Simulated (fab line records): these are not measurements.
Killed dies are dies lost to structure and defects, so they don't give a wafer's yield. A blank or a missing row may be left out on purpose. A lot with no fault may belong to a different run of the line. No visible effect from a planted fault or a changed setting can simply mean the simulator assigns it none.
What tool caused it?	flow gf180mcu	12 lots, 36 wafers sampled, at 5 steps of a route of 602

== WHAT THE GAUGES SHOWED, per wafer ==
GF_V5_RS_MEAS_24: the measuring method here is four-point-probe.
lot	measured	on	V5_W_RS (ohm/sq)
L342	day 28 10:14	film_metro-02	0.332 0.326 0.336
L343	day 28 16:13	film_metro-01	0.324 0.334 0.325
L344	day 28 18:46	film_metro-02	0.323 0.323 0.332
L345	day 29 07:52	film_metro-02	0.322 0.327 0.326
L347	day 29 21:13	film_metro-03	0.328 0.327 0.325
L348	day 29 22:49	film_metro-03	0.324 0.327 0.325
L350	day 30 12:30	film_metro-03	0.329 0.325 0.326
L356	day 32 06:15	film_metro-01	0.324 0.325 0.328
L357	day 32 14:47	film_metro-01	0.334 0.337 0.333
L360	day 33 05:10	film_metro-01	0.322 0.334 0.323
L361	day 33 14:10	film_metro-01	0.325 0.326 0.336
L362	day 33 16:11	film_metro-03	0.327 0.328 0.325

GF_PASSIVATION_THK_MEAS_01.
lot	measured	on	PASSIVATION_CVD_00_THK (nm)
L342	day 29 07:16	film_metro-04	972 984 995
L343	day 29 13:01	film_metro-04	993 1003 1016
L344	day 29 16:08	film_metro-03	1016 1007 1012
L345	day 30 04:30	film_metro-04	1009 1033 1006
L347	day 30 17:31	film_metro-03	1002 996 997
L348	day 30 18:52	film_metro-03	984 1004 1013
L350	day 31 07:46	film_metro-03	1007 1001 1019
L356	day 33 04:44	film_metro-01	1049 1069 1074
L357	day 33 08:07	film_metro-01	1058 1055 1072
L360	day 33 21:40	film_metro-04	992 970 998
L361	day 34 07:16	film_metro-01	990 1007 1012
L362	day 34 08:50	film_metro-01	988 999 1019

== TOOL THAT RAN EACH LOT (tool first, then ch and the chambers of the sampled wafers, then the start) ==
lot	GF_TOP_METAL_SPUTTER_00	GF_TOP_METAL_METAL_ETCH_16	GF_PASSIVATION_CVD_00
L342	pvd_sputter-01, day 28 10:41	rie_metal-03 ch 0,1, day 29 06:24	pecvd-02 ch 0, day 29 07:08
L343	pvd_sputter-03, day 28 16:41	rie_metal-03 ch 0,1, day 29 12:11	pecvd-03 ch 0,2, day 29 12:55
L344	pvd_sputter-03, day 28 19:14	rie_metal-03 ch 0,1, day 29 15:22	pecvd-03 ch 0,1,2, day 29 16:04
L345	pvd_sputter-01, day 29 08:20	rie_metal-01 ch 0,1, day 30 03:39	pecvd-04 ch 0,1,2, day 30 04:25
L347	pvd_sputter-01, day 29 21:41	rie_metal-03 ch 0,1, day 30 16:42	pecvd-04 ch 0,1,2, day 30 17:26
L348	pvd_sputter-03, day 29 23:17	rie_metal-01 ch 0, day 30 17:51	pecvd-02 ch 0,1, day 30 18:47
L350	pvd_sputter-02, day 30 12:59	rie_metal-04 ch 0,1, day 31 06:57	pecvd-04 ch 0,1,2, day 31 07:41
L356	pvd_sputter-01, day 32 06:44	rie_metal-01 ch 0,1, day 33 03:55	pecvd-03 ch 0,1,2, day 33 04:40
L357	pvd_sputter-03, day 32 15:16	rie_metal-04 ch 0,1, day 33 07:19	pecvd-03 ch 1,2, day 33 08:02
L360	pvd_sputter-01, day 33 05:38	rie_metal-03 ch 0,1, day 33 20:51	pecvd-02 ch 0,2, day 33 21:35
L361	pvd_sputter-01, day 33 14:37	rie_metal-04 ch 0,1, day 34 06:27	pecvd-02 ch 1,2, day 34 07:11
L362	pvd_sputter-03, day 33 16:38	rie_metal-01 ch 0,1, day 34 08:04	pecvd-04 ch 0,1, day 34 08:44
- GF_TOP_METAL_SPUTTER_00: material Ti, target thk 37.5 nm, time 150 s.
- GF_TOP_METAL_METAL_ETCH_16: etches the open film in Cl2/BCl3, stops on SiO2, target depth 1197 nm, time 199.5 s.
- GF_PASSIVATION_CVD_00: deposits SiO2 from TEOS, target thk 1000 nm, time 111.95 s.

== AS READ BY THE TOOLS THEMSELVES (means over the sampled wafers that have a number; for cases with no such wafer, the mark the record gives instead) ==
GF_TOP_METAL_SPUTTER_00.
lot	tool	chamber_pressure_pa (Pa)	throttle_valve_pct (%)
L342	pvd_sputter-01	2.000	30.2
L343	pvd_sputter-03	2.003	31.1
L344	pvd_sputter-03	2.006	31.0
L345	pvd_sputter-01	2.004	30.5
L347	pvd_sputter-01	1.996	30.0
L348	pvd_sputter-03	2.001	30.6
L350	pvd_sputter-02	2.000	30.0
L356	pvd_sputter-01	1.995	29.0
L357	pvd_sputter-03	1.999	30.4
L360	pvd_sputter-01	1.998	29.5
L361	pvd_sputter-01	2.002	29.8
L362	pvd_sputter-03	1.998	30.1

GF_TOP_METAL_METAL_ETCH_16.
lot	tool	drypump_motor_current_A (A)	oes_product_au (a.u.)	throttle_valve_pct (%)
L342	rie_metal-03	5.4	0.986	28.229
L343	rie_metal-03	5.3	0.978	28.244
L344	rie_metal-03	5.4	0.978	28.244
L345	rie_metal-01	5.7	0.994	28.224
L347	rie_metal-03	5.9	0.984	28.237
L348	rie_metal-01	5.8	0.993	28.230
L350	rie_metal-04	6.1	0.984	28.238
L356	rie_metal-01	5.6	0.981	28.234
L357	rie_metal-04	5.7	0.991	28.227
L360	rie_metal-03	5.4	0.978	28.234
L361	rie_metal-04	6.1	0.990	28.226
L362	rie_metal-01	5.7	0.987	28.233

GF_PASSIVATION_CVD_00.
lot	tool	heater_power_w (W)	run_length_s (s)	susceptor_temp_C (C)
L342	pecvd-02	626	139.9	400.18
L343	pecvd-03	615	140.5	399.98
L344	pecvd-03	605	140.3	399.81
L345	pecvd-04	578	140.1	399.93
L347	pecvd-04	564	140.1	400.16
L348	pecvd-02	542	139.9	399.77
L350	pecvd-04	601	139.9	399.90
L356	pecvd-03	635	146.8	399.97
L357	pecvd-03	557	146.7	399.92
L360	pecvd-02	675	139.7	400.01
L361	pecvd-02	651	139.4	400.04
L362	pecvd-04	575	140.1	399.96

== THE ANSWER, worked out from the rows above alone ==
Rule: the usual values come from the lots themselves. Put in order of their means at a reading, lots are off if they are a third of the lots or fewer, leave a main group of 4 or more, and stand apart from it by a gap of 3 or more times the standard deviation of the main group's means; of several such gaps the widest counts. The tables above print the reading to a certain number of digits; a main group whose means all agree to those digits is not used. Also off: a lot with no number at a reading for which 4 or more lots have one. Where the step has rows for the other lots, those lots are counted as sound. After the gauges, taken in route order, come the tools' own readings; for these a lot's mean is taken, as printed above. At the first step where some lot is off, the reading lying furthest off is the one used; lots without a number count as furthest.
Off: at GF_PASSIVATION_THK_MEAS_01 (PASSIVATION_CVD_00_THK), L356, L357. Mean 1001 nm and standard deviation 9.6 in the main group.
If a tool, at a process step before that reading, ran all the lots that are off and no sound lot after the first of them, it fits. The gauges at GF_PASSIVATION_THK_MEAS_01 aren't tried: what is off there is off at GF_PASSIVATION_CVD_00 too, on other tools, and a gauge's error can't cause that. One candidate fits, namely pecvd-03 at GF_PASSIVATION_CVD_00. A fault onset in the window from L344 (day 29 16:04, its last sound lot) to L356 (day 33 04:40, its first lot off) fits.
The tool's own readings at GF_PASSIVATION_CVD_00 bear it out: on the lots that are off they differ by more than 5 times the standard deviation of the sound lots' means. run_length_s reads 146.8 s there against 140.0 s on the sound lots.

== WHAT THE SIMULATOR PUT IN ==
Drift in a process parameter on pecvd-03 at GF_PASSIVATION_CVD_00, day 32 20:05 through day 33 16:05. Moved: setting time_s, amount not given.
Lots struck among those shown: L356, L357. Same finding as the rule above.
